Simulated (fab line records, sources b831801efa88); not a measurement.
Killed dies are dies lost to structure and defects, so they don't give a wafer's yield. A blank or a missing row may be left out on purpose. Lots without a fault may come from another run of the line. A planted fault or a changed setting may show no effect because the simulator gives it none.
One fault seen from 2 desks | flow sky130 | each desk has only its own numbers; what lay behind them comes last

THE TOOL OWNER'S DESK: pecvd-04
The tool's own readings at SKY_CAP2M_CVD_00 (deposits SiO2, target thk 15.5 nm): means of the sampled wafers that have a number, for each lot that ran on this tool. A lot is out of limits, marked OUT, if its mean lies more than 4 standard deviations from the usual mean; the brackets give that distance.
Columns: A = heater_power_w at SKY_CAP2M_CVD_00, usual 731 W
lot  | first seen here | A
L369 | day 40 02:05    | 697
L373 | day 41 17:35    | 845
L375 | day 42 02:59    | 773
L385 | day 44 15:07    | 770
L388 | day 45 08:08    | 725
L390 | day 45 17:19    | 756
This desk's finding: nothing out of limits on any of the 6 lots.

THE METROLOGY DESK
What the gauges read, lot by lot, whatever tool the lot ran on: means of the sampled wafers that have a number. A lot is out of limits, marked OUT, if its mean lies more than 4 standard deviations from the usual mean; the brackets give that distance.
Columns: A = VIA3_OVL at SKY_VIA3_OVL_MEAS_13, usual 3 nm; B = CAP2M_CVD_00_THK at SKY_CAP2M_THK_MEAS_01, usual 15.50 nm
lot  | first seen here | A   | B
L369 | day 40 00:25    | -10 | 15.54
L373 | day 41 16:03    | 2   | 9.04 (-26) OUT
L375 | day 42 01:19    | 1   | 8.77 (-27) OUT
L380 | day 43 16:40    | -1  | 15.32
L382 | day 43 21:26    | 6   | 15.34
L383 | day 44 09:28    | 3   | 15.51
L385 | day 44 13:35    | -2  | 15.60
L387 | day 45 04:32    | 15  | 15.34
L388 | day 45 06:10    | 8   | 15.39
L389 | day 45 09:20    | -4  | 15.12
L390 | day 45 15:46    | 2   | 15.57
This desk's finding: out of limits on L373, L375; first on L373, day 41 17:38 (CAP2M_CVD_00_THK at SKY_CAP2M_THK_MEAS_01). In limits: L369, L380, L382, L383, L385, L387, L388, L389, L390.

PUT TOGETHER
The metrology desk could have raised an alarm at day 41 17:38, on L373, L375.
The tool owner's desk saw nothing out of limits.
The tool owner's desk has L373, L375 on record, within its limits.
Of the lots named, all ran SKY_CAP2M_CVD_00 on pecvd-04.

WHAT THE SIMULATOR HAD PUT IN
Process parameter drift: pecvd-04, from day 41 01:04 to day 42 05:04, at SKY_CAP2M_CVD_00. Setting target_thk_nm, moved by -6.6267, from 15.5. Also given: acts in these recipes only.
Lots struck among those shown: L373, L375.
Hours from the fault's start to each desk's first reading out of limits: the metrology desk, 17.
